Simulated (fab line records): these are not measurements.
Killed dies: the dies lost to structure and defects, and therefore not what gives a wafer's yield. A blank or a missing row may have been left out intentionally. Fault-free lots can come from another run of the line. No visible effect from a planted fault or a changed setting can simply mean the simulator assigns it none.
Which of the tools did it? | flow gf180mcu | at 1 step of a route of 602, 6 lots with 18 wafers sampled

## WHAT THE GAUGES READ, wafer by wafer
GF_M4_CD_MEAS_14: the cd target is 280 nm.
lot  | measured     | on        | cd-nm (nm)
L783 | day 23 00:41 | cd-sem-01 | 280.4 280.8 280.7
L791 | day 26 02:10 | cd-sem-01 | 277.6 278.0 279.5
L793 | day 26 11:53 | cd-sem-02 | 280.4 280.9 281.9
L795 | day 27 14:02 | cd-sem-01 | 281.2 280.5 280.9
L801 | day 29 02:34 | cd-sem-02 | 277.5 278.5 278.8
L805 | day 30 05:59 | cd-sem-02 | 279.8 279.0 280.1

## TOOL THAT RAN EACH LOT (tool first, then ch and the chambers of the sampled wafers, then the start)
The record holds no process step before these readings.

## THE ANSWER, worked out from the rows above alone
Rule: the lots themselves supply what counts as usual. The widest of any qualifying gaps counts: lots, ordered by their means at a reading, are off when they make up no more than a third of the lots, leave a main group of 4 or more, and stand apart from it by 3 or more times the standard deviation of that group's means. If all means in a main group match to the digits the tables above print for the reading, that group is not used. A lot without any number at a reading at which 4 lots or more have one is off too. Any other lot the step has rows for is counted as sound.
No lot is off on any of the readings shown, so nothing can be concluded from this.

## WHAT WAS PUT IN BY THE SIMULATOR
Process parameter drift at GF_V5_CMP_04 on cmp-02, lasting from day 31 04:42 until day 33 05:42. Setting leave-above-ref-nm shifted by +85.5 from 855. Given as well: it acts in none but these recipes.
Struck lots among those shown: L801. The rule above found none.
